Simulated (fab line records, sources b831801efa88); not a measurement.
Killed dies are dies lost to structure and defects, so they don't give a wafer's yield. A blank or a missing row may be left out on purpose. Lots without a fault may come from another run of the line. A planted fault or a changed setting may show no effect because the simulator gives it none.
A struck lot beside a sound one | flow sky130 | 16 steps out of a route of 708
Sound: wafers L231.2, L231.4, L231.5. Struck: wafers L233.1, L233.6. The cause comes at the end.
At each step with rows: each side's tool, then ch and its chambers, then its first start. Under that, the readings that differ: sound wafers | struck wafers | difference of the means | sigmas: that difference in standard deviations of wafers without a fault.
alike: readings whose means differ by less than 2 such deviations, and words and numbers that are the same on both sides. not compared: withheld readings, readings that some wafer has no value for, bounds like >300 that may hide the same value, and numbers for which the record gives no deviation and whose values overlap.
The two part at a step that has a row with sigmas, a row that says differs or no value, or rows on one side only. Numbers that don't overlap but have no deviation are shown without sigmas and don't part them. A reading that every wafer of one side lacks parts them only if that side has two wafers or more.

first, 8 steps without rows for these wafers: SKY_POLY_GATE_DEHYDRATE_05 (time 60 s); SKY_POLY_GATE_HMDS_06 (prime time 60 s); SKY_POLY_GATE_COAT_07 (resist thk 110 nm); SKY_POLY_GATE_COAT_08 (resist thk 450 nm); SKY_POLY_GATE_SOFTBAKE_09 (time 90 s); SKY_POLY_GATE_EXPOSE_10 (exposes mask P1M, target cd 150 nm); SKY_POLY_GATE_PEB_11; SKY_POLY_GATE_DEVELOP_12 (develop time 60 s).
SKY_POLY_GATE_CD_MEAS_13: target cd 150 nm.
  sound on cd_sem-01, day 23 08:44; struck on cd_sem-01, day 23 11:10
  reading    | sound             | struck      | difference | sigmas
  cd_nm (nm) | 148.2 148.8 149.3 | 152.7 151.9 | +3.5       | +2
SKY_POLY_GATE_OVL_MEAS_14:
  sound on overlay-02, day 23 08:51; struck on overlay-02, day 23 11:19
  alike: POLY_GATE_OVL
SKY_POLY_GATE_ETCH_15: etches BARC in N2/H2, stops on SiO2, time 118.5 s, target depth 110 nm.
  sound on rie_diel-02 ch 0,1,3, day 23 08:53; struck on rie_diel-02 ch 0,1, day 23 11:21
  reading                | sound                | struck        | difference | sigmas
  throttle_valve_pct (%) | 13.210 13.193 13.207 | 13.228 13.220 | +0.021     | +2
  alike: drypump_motor_current_A, oes_product_au
  not compared: rf_hours_counter_h
SKY_POLY_GATE_ETCH_16: etches Si3N4 in CH3F/O2, stops on poly-Si, time 147.5 s, target depth 75 nm.
  sound on rie_diel-02 ch 0,1,3, day 23 08:58; struck on rie_diel-02 ch 0,1, day 23 11:26
  alike: drypump_motor_current_A, oes_product_au, throttle_valve_pct
  not compared: rf_hours_counter_h
SKY_POLY_GATE_ETCH_17: etches poly-Si in HBr/Cl2, stops on SiO2, target depth 180 nm, time 70.5 s.
  sound on rie_si-01 ch 0,3, day 23 09:04; struck on rie_si-02 ch 1,3, day 23 11:32
  reading                                          | sound             | struck      | difference | sigmas
  oes_product_au (a.u.)                            | 0.981 0.990 0.984 | 0.997 1.003 | +0.015     | +2
  model.KrF-thick_of_POLY_GATE_COAT_08.thk_nm (nm) | 141.3 141.5 140.3 | 101.5 103.2 | -38.7      |
  model.SiO2_of_SONOS_ONO_CVD_04.thk_nm (nm)       | 4.307 4.263 4.24  | 2.936 3.002 | -1.301     |
  alike: drypump_motor_current_A, throttle_valve_pct
  not compared: rf_hours_counter_h
SKY_POLY_GATE_STRIP_18: strips in O2/N2.
  sound on plasma_asher-03 ch 1, day 23 09:07; struck on plasma_asher-04 ch 0,1, day 23 11:35
  reading                      | sound             | struck      | difference | sigmas
  oes_product_au (a.u.)        | 0.367 0.364 0.366 | 0.346 0.345 | -0.020     | -4
  strip_time_to_endpoint_s (s) | 3.196 3.192 3.168 | 2.736 2.776 | -0.429     | -16
  alike: drypump_motor_current_A
  not compared: rf_hours_counter_h
then, 1 step without rows for these wafers: SKY_POLY_GATE_CLEAN_19 (cleans in SC1/SC2, time 150 s).
-- the record jumps here: 27 days lie between the struck wafers' starts before and after (it left off in module POLY_GATE and takes up again in module PAD_OPEN, whose first step shown is number 708 of the route) --
SKY_PAD_OPEN_PROBE_99:
  sound on prober-02, day 50 04:29; struck on prober-01, day 50 09:49
  reading                            | sound             | struck      | difference | sigmas
  model.etest.tip_sonos.rs_ohm_sq    | 2679 2631 2655    | 2348 2373   | -294       |
  model.etest.tip_n.rs_ohm_sq        | 447.2 444.3 446.4 | 430.9 431.6 | -14.7      |
  model.etest.res_pdiff_hv.rs_ohm_sq | 191.7 190.1 190.9 | 182.2 182.7 | -8.5       |
  alike: killed_at_M0_to_M3, killed_at_M4_up, killed_at_contacts, killed_at_front_end, killed_at_other, killed_dies, killed_open, killed_short

WHERE THEY PART
First at SKY_POLY_GATE_CD_MEAS_13; last, within this record, at SKY_POLY_GATE_STRIP_18. Later steps at which nothing parts them and some readings are alike: SKY_PAD_OPEN_PROBE_99.

WHY: what the simulator had put in
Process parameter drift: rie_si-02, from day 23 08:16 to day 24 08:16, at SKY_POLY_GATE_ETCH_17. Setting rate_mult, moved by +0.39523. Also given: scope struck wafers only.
